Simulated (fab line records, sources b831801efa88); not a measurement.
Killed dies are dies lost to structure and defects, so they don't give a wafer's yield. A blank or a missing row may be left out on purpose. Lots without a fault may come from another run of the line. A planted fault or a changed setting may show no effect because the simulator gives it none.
Problem report in the 8D (eight disciplines) form, filled by code | flow sky130 | the parts of the form that need people (team, actions taken, sign-off) are left out

1. THE PROBLEM
LOCAL_INTERCONNECT_TIN_RS at SKY_LOCAL_INTERCONNECT_RS_MEAS_01 reads a mean of 16.04 ohm/sq on 6 wafers of 2 lots; wafers without a fault read 14.15 ohm/sq with a standard deviation of 0.17. That is +11 standard deviations from the usual mean.
The step: measures by four-point-probe.
First seen on wafer L188.1, day 31 20:53, on film_metro-04. The record holds 30 wafers of 10 lots with a number at this step. Rule for "out", or "out of limits": more than 4 standard deviations from the usual mean. The other wafers with a number count as sound.

2. WHAT IT IS AND WHAT IT IS NOT
question                    | is                        | is not
which readings at this step | LOCAL_INTERCONNECT_TIN_RS | -
which lots                  | L188, L189                | L182, L184, L185, L187, L200, L201, L202, L204
which wafers of those lots  | all that have a number    | -
read on which gauges        | film_metro-04             | film_metro-02, film_metro-03
when                        | from day 31 20:53         | up to then (12 sound wafers); but 12 sound wafers of L200, L201, L202, L204 came after

3. SUSPECTS, AND WHAT RULES EACH OUT
Counting: a tool at a process step up to the reading stays a suspect if it ran every lot that is out and no sound lot after the first of them.
- the gauge at SKY_LOCAL_INTERCONNECT_RS_MEAS_01: ruled out. All the wafers that are out were read on film_metro-04, but those of them that SKY_LOCAL_INTERCONNECT_METAL_ETCH_14 has rows for are out there too, on other tools.
- cmp-01 at SKY_LI_CONTACT_CMP_24 (polishes, stops on PSG, t overpolish 20 s, target thk 0 nm): ruled out as a lasting fault. Sound lots L200, L204 ran on it after its first lot that is out, L188 (day 31 20:32).
- pvd_sputter-04 at SKY_LOCAL_INTERCONNECT_SPUTTER_00 (material TiN, target thk 100 nm, time 83.3 s): ruled out as a lasting fault. Sound lots L200, L202, L204 ran on it after its first lot that is out, L188 (day 31 20:50).
Left after counting: nothing in the record.

4. THE CAUSE (what the simulator had put in)
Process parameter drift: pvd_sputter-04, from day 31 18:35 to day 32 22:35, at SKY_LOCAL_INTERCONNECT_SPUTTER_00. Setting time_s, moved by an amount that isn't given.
Counting ruled it out, wrongly: the rule takes a fault to strike every lot that its tool runs from its start on, and this one did not.

5. THE CHAIN OF EFFECTS, in route order
Each row: a reading whose mean over the struck wafers that have a number lies more than 3 standard deviations from the usual. Only readings for which the record gives a usual standard deviation are gone through. hours: the time from each lot's start at the first step in this table that gives one to its start at this step, as a median over the lots. sigmas: the change in usual standard deviations.
hours | step                                 | reading                    | usual        | on struck wafers | change | sigmas
0     | SKY_LOCAL_INTERCONNECT_RS_MEAS_01    | LOCAL_INTERCONNECT_TIN_RS  | 14.15 ohm/sq | 16.04            | +1.89  | +11
0     | SKY_LOCAL_INTERCONNECT_THK_MEAS_02   | LOCAL_INTERCONNECT_TIN_THK | 99.8 nm      | 88.9             | -10.9  | -9.1
27    | SKY_LOCAL_INTERCONNECT_METAL_ETCH_14 | oes_product_au             | 0.941 a.u.   | 0.877            | -0.064 | -8.0
27    | SKY_LOCAL_INTERCONNECT_METAL_ETCH_14 | throttle_valve_pct         | 21.900 %     | 21.938           | +0.038 | +4.1
The process steps in it:
- SKY_LOCAL_INTERCONNECT_METAL_ETCH_14: etches TiN in Cl2/BCl3, stops on PSG, target depth 110 nm, time 31.4 s.

6. WHAT WOULD HAVE CAUGHT IT SOONER
In this record the first reading out of limits at a measuring or inspecting step was taken at day 31 20:53, 2 hours after the fault began at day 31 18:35.
Of the tool readings at SKY_LOCAL_INTERCONNECT_SPUTTER_00 for which the record gives a usual standard deviation, none was out on any struck wafer, so an alarm limit of 4 standard deviations on them would not have fired.
